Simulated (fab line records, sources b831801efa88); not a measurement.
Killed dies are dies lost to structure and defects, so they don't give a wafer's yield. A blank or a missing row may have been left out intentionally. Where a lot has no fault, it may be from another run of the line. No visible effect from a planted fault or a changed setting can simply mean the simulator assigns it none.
The same fault as seen by 2 desks ; flow gf180mcu ; each desk has only its own numbers; what lay behind them comes last

THE METROLOGY DESK
What the gauges read for every lot (on any tool): the sampled wafers with a number, averaged. If a lot's mean is further than 4 standard deviations from the usual mean, the lot is out of limits and carries the mark OUT (the distance appears in the brackets).
Columns: A = V4_BOW at GF_V4_BOW_MEAS_05, usual 136 um; B = V4_W_THK at GF_V4_THK_MEAS_25, usual 346 nm; C = MIM_CVD_05_THK at GF_MIM_THK_MEAS_06, usual 42.0 nm
lot;first seen here;A;B;C
L889;day 23 16:24;143;344;41.8
L891;day 24 14:25;145;347;41.3
L892;day 24 15:22;137;348;41.5
L895;day 25 19:40;144;342;41.5
L896;day 26 02:45;136;341;41.1
L903;day 28 10:38;129;346;42.1
L907;day 30 00:03;145;349;41.9
L906;day 30 00:39;143;341;41.5
L909;day 30 09:09;125;346;41.5
L908;day 30 14:25;136;349;42.7
L910;day 30 19:59;140;354;42.2
L911;day 31 01:35;147;352;42.5
This desk's verdict: no lot among the 12 shows anything out of limits.

TOOL OWNER'S DESK, pecvd-02
The tool's own readings at GF_MIM_CVD_05 (deposits Si3N4, target thk 42 nm, time 29.086 s): means of the sampled wafers that have a number, for each lot that ran on this tool. If a lot's mean is further than 4 standard deviations from the usual mean, the lot is out of limits and carries the mark OUT (the distance appears in the brackets).
Columns: A = heaterPowerW at GF_MIM_CVD_05, usual 603 W; B = runLengthS at GF_MIM_CVD_05, usual 57.0 s; C = susceptorTempC at GF_MIM_CVD_05, usual 385.02 C; D = tempMaxC at GF_MIM_CVD_05, usual 400.00 C
lot;first seen here;A;B;C;D
L889;day 24 16:17;604;57.2;385.11;400.42
L891;day 25 13:35;546;55.8;385.32;400.21
L896;day 27 01:47;595;56.0;384.82;400.10
L907;day 30 19:52;621;57.3;385.03;399.83
This desk's verdict: no lot among the 4 shows anything out of limits.

ALL TOGETHER
At the metrology desk, nothing out of limits was observed.
Nothing out of limits was seen by the tool owner's desk.

WHAT WAS PUT IN BY THE SIMULATOR
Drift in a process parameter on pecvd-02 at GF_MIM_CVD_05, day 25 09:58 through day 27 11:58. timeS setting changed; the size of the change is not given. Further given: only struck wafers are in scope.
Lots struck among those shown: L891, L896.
